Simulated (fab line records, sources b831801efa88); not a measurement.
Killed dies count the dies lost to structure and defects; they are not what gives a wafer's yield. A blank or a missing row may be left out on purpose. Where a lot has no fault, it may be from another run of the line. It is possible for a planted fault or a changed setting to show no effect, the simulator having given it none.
fab line records	flow sky130
record: lots: 6	wafers: 18	last_day: 50
route steps=708 shown METAL4@635 VIA4@639 PAD_OPEN@708
lots untouched by any fault: they come from a run of this same line in which no faults occurred
start_h: hours from the record's opening day to when the first of the lot's shown wafers began	wait_h: hours elapsed since this lot's preceding step	" as in the row above	L1.1+2: one row covering several wafers at once	- either no value or no given start	* or withheld: withheld	< > ~ a bound
route shown NAME@n: a module of which the file shows steps, and the number in the route of the first	usual: mean/standard deviation taken from wafers without a fault	same: alike in all rows	chamber/n: place in a boat	sites: per-site readings	_std_site: how widely they spread, as a standard deviation	_edge_site: outer sites' mean less inner sites'	radius_mm: for every site, how far away it sits from the centre of the wafer	mask NAME#n: copy n	behind: the last tool/chamber to shape the wafer	hold: why the lot was held/for how many hours/how that ended	device: whichever transistor did not switch (one of n, p or np)	end of line: tests run on the same wafers once the route is complete	where a step has no rows: the recipe by itself	killed: at the first sort, the dies lost to defects and structure; wafer yield is something else	map: per-die view of a wafer (x killed, . not killed, _ where there is no die)
set.NAME: the run value of the setting; set.NAME@STEP: its run value at that earlier step	model.NAME: the simulator's own value behind a step, which no gauge read
certain route steps with their lots: each step a table, each wafer a row
services: when a tool's chamber went out of use (start_h, in hours from the record's first day, below 0 if earlier), for how many hours, and the reason
== steps ==
step: SKY_METAL4_STRIP_19
recipe: chemistry: O2/N2	power_w: 1400	pressure_mtorr: 1500	platen_temp_c: withheld	o2_flow_sccm: 3000	n2_flow_sccm: 300	overash_fraction: 0.5
usual: drypump_motor_current_A: 6.0/0.37	oes_product_au: 0.504/0.0051	strip_time_to_endpoint_s: 6.57/0.074
lot.wafer	tool	chamber	start_h	wait_h	drypump_motor_current_A	oes_product_au	rf_hours_counter_h	strip_time_to_endpoint_s
L202.1	plasma_asher-04	0	1019.48	0.1	5.9	0.497	59	6.46
L202.2	"	1	"	"	6.3	0.500	59	6.55
L202.6	"	0	"	"	5.9	0.503	-	6.46
L207.2	plasma_asher-04	1	1044.91	0.1	6.3	0.511	61	6.61
L207.3	"	1	"	"	6.3	0.497	-	6.48
L207.6	"	0	"	"	5.9	0.509	-	6.65
L208.1	plasma_asher-04	1	1053.88	0.1	6.3	0.501	62	6.57
L208.2	"	0	"	"	5.9	0.507	62	6.55
L208.6	"	0	"	"	5.9	0.494	-	6.55
L209.4	plasma_asher-04	0	1061.55	0.1	5.9	0.498	-	6.56
L209.5	"	0	"	"	5.9	0.499	-	6.41
L209.6	"	1	"	"	6.3	0.498	-	6.59
L217.2	plasma_asher-01	0	1111.31	0.1	5.1	0.500	37	6.50
L217.3	"	0	"	"	5.1	0.505	-	6.58
L217.4	"	1	"	"	6.1	0.496	-	6.43
L218.3	plasma_asher-02	0	1118.42	0.1	6.0	0.498	-	6.49
L218.5	"	0	"	"	5.9	0.501	-	6.63
L218.6	"	1	"	"	6.2	0.505	-	6.51
step: SKY_METAL4_STRIP_20
recipe: chemistry: post_etch_residue_remover	time_s: 1200	temp_c: 72.5
step: SKY_METAL4_CLEAN_21
recipe: chemistry: IPA	time_s: 180	temp_c: 25
step: SKY_METAL4_CLEAN_22
recipe: chemistry: O3/DIW	dry: n2_spin
step: SKY_VIA4_HDPCVD_00
recipe: material: SiO2	target_thk_nm: 1750	sigma_open_frac: 0.3	time_s: 291.7	temp_c: 400	sih4_flow_sccm: 60	pressure_mtorr: 6
step: SKY_VIA4_THK_MEAS_01
recipe: reads: SiO2_of_VIA4_HDPCVD_00
usual: VIA4_HDPCVD_THK: 1748/16
lot.wafer	tool	chamber	start_h	wait_h	VIA4_HDPCVD_THK[nm]
L202.1	film_metro-03	-	1020.32	0.1	1723
L202.2	"	-	"	"	1729
L202.6	"	-	"	"	1751
L207.2	film_metro-04	-	1045.74	0.1	1730
L207.3	"	-	"	"	1771
L207.6	"	-	"	"	1759
L208.1	film_metro-04	-	1054.70	0.1	1721
L208.2	"	-	"	"	1749
L208.6	"	-	"	"	1716
L209.4	film_metro-03	-	1062.31	0.0	1750
L209.5	"	-	"	"	1764
L209.6	"	-	"	"	1751
L217.2	film_metro-04	-	1112.09	0.1	1724
L217.3	"	-	"	"	1744
L217.4	"	-	"	"	1742
L218.3	film_metro-04	-	1119.17	0.1	1748
L218.5	"	-	"	"	1757
L218.6	"	-	"	"	1729
step: SKY_VIA4_CMP_02
recipe: material: SiO2	down_force_psi: 4	platen_rpm: 60	pad_velocity_m_s: 0.94248
usual: edge_zone_pressure_frac: 1.001/0.0051	motor_current_A: 12.1/1.4
lot.wafer	tool	chamber	start_h	wait_h	edge_zone_pressure_frac	motor_current_A
L202.2	cmp-02	0	1020.38	0.0	1.006	13.2
L202.1	"	2	"	"	1.003	11.0
L202.6	"	1	"	"	1.007	12.9
L207.3	cmp-01	0	1045.84	0.1	1.001	11.4
L207.2	"	1	"	"	1.004	9.9
L207.6	"	3	"	"	1.009	14.7
L208.2	cmp-02	3	1054.90	0.2	1.006	11.3
L208.1	"	1	"	"	1.008	12.1
L208.6	"	3	"	"	1.005	11.2
L209.4	cmp-02	2	1062.44	0.1	1.012	10.8
L209.5	"	0	"	"	0.996	14.2
L209.6	"	1	"	"	1.002	12.6
L217.3	cmp-01	0	1112.19	0.1	1.006	11.8
L217.2	"	1	"	"	1.005	9.5
L217.4	"	2	"	"	1.001	12.1
L218.3	cmp-01	0	1119.36	0.2	0.998	12.1
L218.5	"	1	"	"	1.010	9.9
L218.6	"	2	"	"	0.997	11.9
step: SKY_VIA4_BOW_MEAS_03
recipe: mode: bow
usual: VIA4_BOW: 81/8.2
lot.wafer	tool	chamber	start_h	wait_h	VIA4_BOW[um]
L202.1	film_metro-04	-	1020.68	0.1	79
L202.2	"	-	"	"	73
L202.6	"	-	"	"	94
L207.2	film_metro-01	-	1046.11	0.2	81
L207.3	"	-	"	"	75
L207.6	"	-	"	"	77
L208.1	film_metro-01	-	1055.20	0.1	80
L208.2	"	-	"	"	94
L208.6	"	-	"	"	81
L209.4	film_metro-01	-	1062.70	0.2	80
L209.5	"	-	"	"	72
L209.6	"	-	"	"	68
L217.2	film_metro-01	-	1112.46	0.2	78
L217.3	"	-	"	"	86
L217.4	"	-	"	"	89
L218.3	film_metro-03	-	1119.55	0.1	77
L218.5	"	-	"	"	65
L218.6	"	-	"	"	69
step: SKY_VIA4_DEHYDRATE_04
recipe: temp_c: 200	time_s: 60
step: SKY_VIA4_HMDS_05
recipe: prime_time_s: 60	prime_temp_c: 120
step: SKY_VIA4_COAT_06
recipe: resist: NOVOLAK	spin_rpm: 3000	resist_thk_nm: 1140
step: SKY_VIA4_SOFTBAKE_07
recipe: temp_c: 90	time_s: 60	resist: NOVOLAK
step: SKY_VIA4_EXPOSE_08
recipe: mask_id: VIM4	na: 0.6	source_shape: conventional	sigma_outer: 0.6	polarization: unpolarized	target_cd_nm: 800	dose_mj: 132
usual: exposure_dose_mJ_cm2: 132.02/0.13
lot.wafer	tool	chamber	start_h	wait_h	mask	exposure_dose_mJ_cm2
L202.1	iline_stepper-02	0	1032.42	-	VIM4#0	132.04
L202.2	"	0	"	"	VIM4#0	131.93
L202.6	"	0	"	"	VIM4#0	132.39
L207.2	iline_stepper-01	0	1057.82	-	VIM4#0	132.15
L207.3	"	0	"	"	VIM4#0	132.00
L207.6	"	0	"	"	VIM4#0	131.92
L208.1	iline_stepper-01	0	1065.63	-	VIM4#0	132.07
L208.2	"	0	"	"	VIM4#0	131.98
L208.6	"	0	"	"	VIM4#0	132.04
L209.4	iline_stepper-01	0	1074.14	-	VIM4#0	132.10
L209.5	"	0	"	"	VIM4#0	131.82
L209.6	"	0	"	"	VIM4#0	132.14
L217.2	iline_stepper-02	0	1121.84	-	VIM4#0	132.00
L217.3	"	0	"	"	VIM4#0	131.98
L217.4	"	0	"	"	VIM4#0	132.03
L218.3	iline_stepper-02	0	1129.36	-	VIM4#0	131.94
L218.5	"	0	"	"	VIM4#0	132.21
L218.6	"	0	"	"	VIM4#0	131.95
step: SKY_VIA4_PEB_09
recipe: temp_c: withheld	time_s: *	resist: NOVOLAK
step: SKY_VIA4_DEVELOP_10
recipe: resist: NOVOLAK	developer: TMAH	develop_time_s: 60	dev_temp_c: 23
step: SKY_VIA4_OVL_MEAS_11
usual: VIA4_OVL: 0.2/1.3
lot.wafer	tool	chamber	start_h	wait_h	VIA4_OVL[nm]
L202.1	overlay-01	-	1042.95	0.1	-3.6
L202.2	"	-	"	"	-2.5
L202.6	"	-	"	"	-2.3
L207.2	overlay-02	-	1068.14	0.1	1.5
L207.3	"	-	"	"	-0.6
L207.6	"	-	"	"	0.5
L208.1	overlay-02	-	1076.03	0.1	0.3
L208.2	"	-	"	"	-1.7
L208.6	"	-	"	"	0.6
L209.4	overlay-02	-	1083.82	0.1	-1.4
L209.5	"	-	"	"	-0.3
L209.6	"	-	"	"	-0.9
L217.2	overlay-01	-	1131.34	0.1	-0.4
L217.3	"	-	"	"	1.1
L217.4	"	-	"	"	0.5
L218.3	overlay-02	-	1138.91	0.1	1.0
L218.5	"	-	"	"	-0.3
L218.6	"	-	"	"	1.3
step: SKY_VIA4_ETCH_12
recipe: target: SiO2	chemistry: C4F8/O2/Ar	stop_on: TiN	mask_material: NOVOLAK	source_w: 1500	bias_w: 1200	pressure_mtorr: 40	c4f8_flow_sccm: withheld	O2_flow_sccm: 6	Ar_flow_sccm: 300	time_s: withheld	target_depth_a: 5800
usual: oes_product_au: 0.925/0.0045
lot.wafer	tool	chamber	start_h	wait_h	oes_product_au	model.VIA4.cd_nm
L202.1	rie_diel-01	3	1042.98	0.0	0.932	799.7
L202.2	"	1	"	"	0.920	799.6
L202.6	"	0	"	"	0.926	800.7
L207.2	rie_diel-04	1	1068.17	0.0	0.919	800
L207.3	"	2	"	"	0.922	798.8
L207.6	"	2	"	"	0.921	800.9
L208.1	rie_diel-04	3	1076.07	0.0	0.927	841.4
L208.2	"	1	"	"	0.924	841.9
L208.6	"	2	"	"	0.922	814.1
L209.4	rie_diel-01	3	1083.83	0.0	0.915	850.9
L209.5	"	0	"	"	0.928	840.4
L209.6	"	3	"	"	0.926	829.4
L217.2	rie_diel-01	1	1131.37	0.0	0.927	799.5
L217.3	"	0	"	"	0.920	801.5
L217.4	"	3	"	"	0.928	802.7
L218.3	rie_diel-03	0	1138.94	0.0	0.925	799.2
L218.5	"	0	"	"	0.924	799.2
L218.6	"	3	"	"	0.929	800.2
step: SKY_VIA4_STRIP_13
recipe: chemistry: O2/N2	power_w: 1400	pressure_mtorr: 1500	platen_temp_c: withheld	o2_flow_sccm: 3000	n2_flow_sccm: 300	overash_fraction: 0.5
usual: drypump_motor_current_A: 6.0/0.39	oes_product_au: 0.710/0.0046	strip_time_to_endpoint_s: 12.81/0.031
lot.wafer	tool	chamber	start_h	wait_h	drypump_motor_current_A	oes_product_au	rf_hours_counter_h	strip_time_to_endpoint_s
L202.1	plasma_asher-01	0	1043.06	-	5.1	0.712	30	12.77
L202.2	"	1	"	"	6.0	0.708	30	12.83
L202.6	"	0	"	"	5.1	0.706	-	12.79
L207.2	plasma_asher-04	1	1068.24	-	6.3	0.711	64	12.83
L207.3	"	1	"	"	6.3	0.714	-	12.85
L207.6	"	0	"	"	5.9	0.714	-	12.85
L208.1	plasma_asher-04	1	1076.14	-	6.3	0.705	64	12.79
L208.2	"	0	"	"	5.9	0.709	64	12.78
L208.6	"	1	"	"	6.3	0.705	-	12.81
L209.4	plasma_asher-01	1	1083.94	-	6.1	0.715	-	12.80
L209.5	"	1	"	"	6.1	0.706	-	12.81
L209.6	"	0	"	"	5.1	0.712	-	12.78
L217.2	plasma_asher-03	1	1131.44	-	6.1	0.712	6	12.82
L217.3	"	1	"	"	6.1	0.717	-	12.83
L217.4	"	0	"	"	6.5	0.712	-	12.81
L218.3	plasma_asher-04	0	1139.04	-	5.9	0.705	-	12.82
L218.5	"	1	"	"	6.3	0.713	-	12.81
L218.6	"	0	"	"	5.9	0.702	-	12.83
step: SKY_PAD_OPEN_PROBE_99
usual: defect_limited_yield: 82.0/2.1	killed_at_M0_to_M3: 45/7	killed_at_M4_up: 3.4/1.8	killed_at_contacts: 24/5.4	killed_at_front_end: 16/4.8	killed_at_other: 0.4/0.62	killed_dies: 89/10	killed_open: 48/7.2	killed_short: 40/6.3	sort_bin_3_pad_short: 0.9/0.39	sort_bin_5_function: 10.7/1.5	sort_bin_6_memory: 6.4/1.1	sort_n_pass: 403/10	sort_yield_pct: 82.0/2.1
same: gross_dies: 492	killed_at_back_side: 0	sort_bin_4_leakage[%]: 0	sort_bin_8_speed[%]: 0
lot.wafer	tool	chamber	start_h	wait_h	defect_limited_yield[%]	killed_at_M0_to_M3	killed_at_M4_up	killed_at_contacts	killed_at_front_end	killed_at_other	killed_dies	killed_open	killed_short	sort_bin_3_pad_short[%]	sort_bin_5_function[%]	sort_bin_6_memory[%]	sort_n_pass	sort_yield_pct[%]	model.etest.via4_chain.rc_ohm
L202.1	prober-02	-	1112.88	0.1	78.5	66	3	24	13	0	106	63	42	0.6	12.8	8.1	386	78.5	0.7933
L202.2	prober-02	-	1112.93	0.1	82.1	45	4	18	20	1	88	57	31	0.6	12.2	5.1	404	82.1	0.8457
L202.6	prober-02	-	1113.13	0.2	80.3	50	2	24	20	1	97	57	39	0.8	9.8	9.1	395	80.3	0.7747
L207.2	prober-02	-	1133.40	0.1	83.9	38	0	23	18	0	79	43	36	0.8	9.3	5.9	413	83.9	0.7778
L207.3	prober-02	-	1133.45	0.2	81.3	56	1	26	9	0	92	49	43	0.8	11.0	6.9	400	81.3	0.7881
L207.6	prober-02	-	1133.60	0.2	80.1	54	4	25	15	0	98	47	51	1.6	10.8	7.5	394	80.1	0.8284
L208.1	prober-02	-	1141.49	0.1	83.9	40	2	20	17	0	79	44	35	1.0	9.3	5.7	413	83.9	0.724
L208.2	prober-02	-	1141.54	0.1	79.9	45	4	30	19	1	99	56	43	0.8	13.0	6.3	393	79.9	0.7539
L208.6	prober-02	-	1141.74	0.2	84.6	43	0	19	14	0	76	45	31	0.6	9.3	5.5	416	84.6	0.7477
L209.4	prober-01	-	1148.13	0.2	83.1	49	1	22	11	0	83	47	35	1.6	10.0	5.3	409	83.1	0.7274
L209.5	prober-01	-	1148.18	0.2	82.7	33	8	27	16	1	85	44	41	1.0	9.8	6.5	407	82.7	0.7541
L209.6	prober-01	-	1148.23	0.2	83.7	47	4	20	9	0	80	44	36	0.4	10.0	5.9	412	83.7	0.7674
L217.2	prober-01	-	1188.14	0.1	80.1	45	2	31	20	0	98	53	45	0.6	12.4	6.9	394	80.1	0.8024
L217.3	prober-01	-	1188.19	0.2	81.1	44	1	22	26	0	93	53	40	0.6	11.2	7.1	399	81.1	0.8139
L217.4	prober-01	-	1188.24	0.2	82.1	33	2	18	35	0	88	47	41	1.0	11.0	5.9	404	82.1	0.7523
L218.3	prober-02	-	1193.96	0.2	82.3	44	3	21	17	2	87	42	43	0	11.6	6.1	405	82.3	0.798
L218.5	prober-02	-	1194.06	0.2	85.6	37	4	20	9	1	71	35	35	1.0	8.5	4.9	421	85.6	0.7901
L218.6	prober-02	-	1194.11	0.2	85.2	34	3	21	15	0	73	34	39	1.0	10.0	3.9	419	85.2	0.7822
killed by level:class
L202.1 VIA3:geometric_particle:open=15 VIA1:geometric_particle:open=14 CONTACT:geometric_particle:open=12 METAL2:geometric_particle:short=12 VIA2:geometric_particle:open=7 CONTACT:geometric_particle:short=5 LI_CONTACT:geometric_particle:open=4 VIA1:geometric_particle:short=4
L202.2 VIA2:geometric_particle:open=13 VIA1:geometric_particle:open=9 CONTACT:geometric_particle:open=9 VIA3:geometric_particle:open=9 POLY_GATE:geometric_particle:open=6 FIELD_ISO:geometric_particle:open=5 CONTACT:geometric_particle:short=4 VIA2:geometric_particle:short=4
L202.6 VIA1:geometric_particle:open=13 CONTACT:geometric_particle:open=11 VIA2:geometric_particle:open=8 LI_CONTACT:geometric_particle:open=6 METAL1:geometric_particle:short=6 METAL2:geometric_particle:short=6 FIELD_ISO:geometric_particle:short=5 VIA3:geometric_particle:open=5
L207.2 VIA2:geometric_particle:open=9 LI_CONTACT:geometric_particle:open=8 CONTACT:geometric_particle:open=6 VIA3:geometric_particle:open=6 CONTACT:geometric_particle:short=5 FIELD_ISO:geometric_particle:short=4 METAL1:geometric_particle:short=4 VIA1:geometric_particle:open=4
L207.3 VIA2:geometric_particle:open=12 VIA1:geometric_particle:open=12 VIA3:geometric_particle:open=9 CONTACT:geometric_particle:short=9 VIA1:geometric_particle:short=9 LI_CONTACT:geometric_particle:open=7 LOCAL_INTERCONNECT:geometric_particle:short=4 METAL1:geometric_particle:short=4
L207.6 VIA1:geometric_particle:open=14 LI_CONTACT:geometric_particle:open=7 METAL1:geometric_particle:short=7 VIA1:geometric_particle:short=7 VIA2:geometric_particle:open=6 CONTACT:geometric_particle:open=6 LOCAL_INTERCONNECT:geometric_particle:short=5 POLY_GATE:geometric_particle:short=4
L208.1 VIA3:geometric_particle:open=8 VIA2:geometric_particle:open=8 CONTACT:geometric_particle:short=7 CONTACT:geometric_particle:open=6 POLY_GATE:geometric_particle:open=5 VIA1:geometric_particle:short=5 VIA1:geometric_particle:open=5 FIELD_ISO:geometric_particle:short=4
L208.2 CONTACT:geometric_particle:open=12 VIA1:geometric_particle:open=11 VIA2:geometric_particle:open=10 CONTACT:geometric_particle:short=7 VIA1:geometric_particle:short=6 METAL1:geometric_particle:short=6 FIELD_ISO:geometric_particle:short=5 POLY_GATE:geometric_particle:open=5
L208.6 VIA1:geometric_particle:open=14 CONTACT:geometric_particle:short=6 VIA2:geometric_particle:open=6 FIELD_ISO:geometric_particle:open=5 LI_CONTACT:geometric_particle:open=5 VIA3:geometric_particle:open=5 CONTACT:geometric_particle:open=4 METAL1:geometric_particle:short=4
L209.4 VIA1:geometric_particle:open=11 CONTACT:geometric_particle:open=9 VIA2:geometric_particle:open=9 LOCAL_INTERCONNECT:geometric_particle:short=6 METAL2:geometric_particle:short=6 VIA3:geometric_particle:open=6 METAL1:geometric_particle:short=5 FIELD_ISO:geometric_particle:short=4
L209.5 LI_CONTACT:geometric_particle:open=10 VIA1:geometric_particle:open=7 METAL4:geometric_particle:short=7 POLY_GATE:geometric_particle:open=6 VIA3:geometric_particle:open=6 VIA1:geometric_particle:short=6 LOCAL_INTERCONNECT:geometric_particle:short=5 CONTACT:geometric_particle:open=5
L209.6 METAL1:geometric_particle:short=12 VIA3:geometric_particle:open=8 VIA1:geometric_particle:open=7 CONTACT:geometric_particle:open=6 VIA1:geometric_particle:short=6 VIA2:geometric_particle:open=6 LI_CONTACT:geometric_particle:open=5 LOCAL_INTERCONNECT:geometric_particle:short=4
L217.2 CONTACT:geometric_particle:open=12 VIA1:geometric_particle:open=11 VIA1:geometric_particle:short=8 CONTACT:geometric_particle:short=7 VIA2:geometric_particle:open=7 FIELD_ISO:geometric_particle:short=5 FIELD_ISO:geometric_particle:open=5 LI_CONTACT:geometric_particle:open=5
L217.3 CONTACT:geometric_particle:open=14 VIA2:geometric_particle:open=10 VIA1:geometric_particle:open=9 FIELD_ISO:geometric_particle:short=8 FIELD_ISO:geometric_particle:open=7 POLY_GATE:geometric_particle:short=6 METAL1:geometric_particle:short=6 METAL2:geometric_particle:short=5
L217.4 FIELD_ISO:geometric_particle:short=12 VIA1:geometric_particle:open=12 CONTACT:geometric_particle:open=9 METAL1:geometric_particle:short=7 POLY_GATE:geometric_particle:short=6 LI_CONTACT:geometric_particle:open=6 FIELD_ISO:geometric_particle:open=5 POLY_GATE:geometric_particle:open=3
L218.3 CONTACT:geometric_particle:open=10 METAL1:geometric_particle:short=7 VIA2:geometric_particle:open=7 METAL2:geometric_particle:short=6 METAL1:geometric_particle:open=5 VIA3:geometric_particle:open=5 POLY_GATE:geometric_particle:open=4 POLY_GATE:geometric_particle:short=4
L218.5 VIA1:geometric_particle:open=9 METAL1:geometric_particle:short=7 LI_CONTACT:geometric_particle:open=6 CONTACT:geometric_particle:open=6 VIA1:geometric_particle:short=6 POLY_GATE:geometric_particle:short=4 CONTACT:geometric_particle:short=4 METAL2:geometric_particle:short=4
L218.6 METAL2:geometric_particle:short=8 LI_CONTACT:geometric_particle:open=6 CONTACT:geometric_particle:open=6 METAL1:geometric_particle:short=6 VIA1:geometric_particle:open=5 LOCAL_INTERCONNECT:geometric_particle:short=4 SPACER:geometric_particle:short=3 FIELD_ISO:geometric_particle:open=3
== services ==
tool	chamber	start_h	hours	kind
cmp-01	-	995.50	2.0	repair
rie_diel-01	0	995.68	5.8	repair
cmp-02	-	1005.06	2.9	pm
iline_stepper-01	-	1024.91	1.1	repair
iline_stepper-02	-	1026.66	1.7	pm
rie_diel-01	-	1042.34	0.3	repair
rie_diel-04	3	1042.58	3.3	repair
plasma_asher-03	-	1055.25	9.0	pm
plasma_asher-03	0	1055.25	9.0	vent_cycle
plasma_asher-03	1	1055.25	9.0	vent_cycle
plasma_asher-03	0	1064.25	-	clean
plasma_asher-03	1	1064.25	-	clean
rie_diel-03	0	1064.43	6.7	repair
plasma_asher-04	-	1083.57	0.4	repair
cmp-01	-	1084.16	4.0	pm
cmp-01	-	1088.16	-	consumable_replace:conditioner
cmp-01	-	1088.16	-	consumable_replace:pad
rie_diel-01	1	1094.45	3.6	repair
iline_stepper-02	-	1104.26	4.4	pm
rie_diel-04	1	1121.80	1.2	repair
cmp-02	-	1124.64	0.5	repair
cmp-02	-	1135.10	1.4	repair
iline_stepper-01	-	1137.34	1.7	pm
== key ==
first_sign none at tools or gauges
model_effect: step: SKY_VIA4_ETCH_12	value: VIA4.cd_nm	without: 799.8	struck: 836.3
model_effect: step: SKY_PAD_OPEN_PROBE_99	value: etest.via4_chain.rc_ohm	without: 0.7989	struck: 0.7458
met_at SKY_VIA4_EXPOSE_08
struck_wafers L208.1,L208.2,L208.6,L209.4,L209.5,L209.6
onset_between 1057.82 1065.63
also_fits SKY_METAL4_STRIP_19:plasma_asher-04,SKY_VIA4_CMP_02:cmp-02
fault: kind: process_parameter_drift	tool: iline_stepper-01	chamber: -	onset_h: 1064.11	steps: SKY_VIA4_EXPOSE_08	channel: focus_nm	offset: 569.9	spread_by_wafer: 0.3	shape: step	end_h: 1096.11
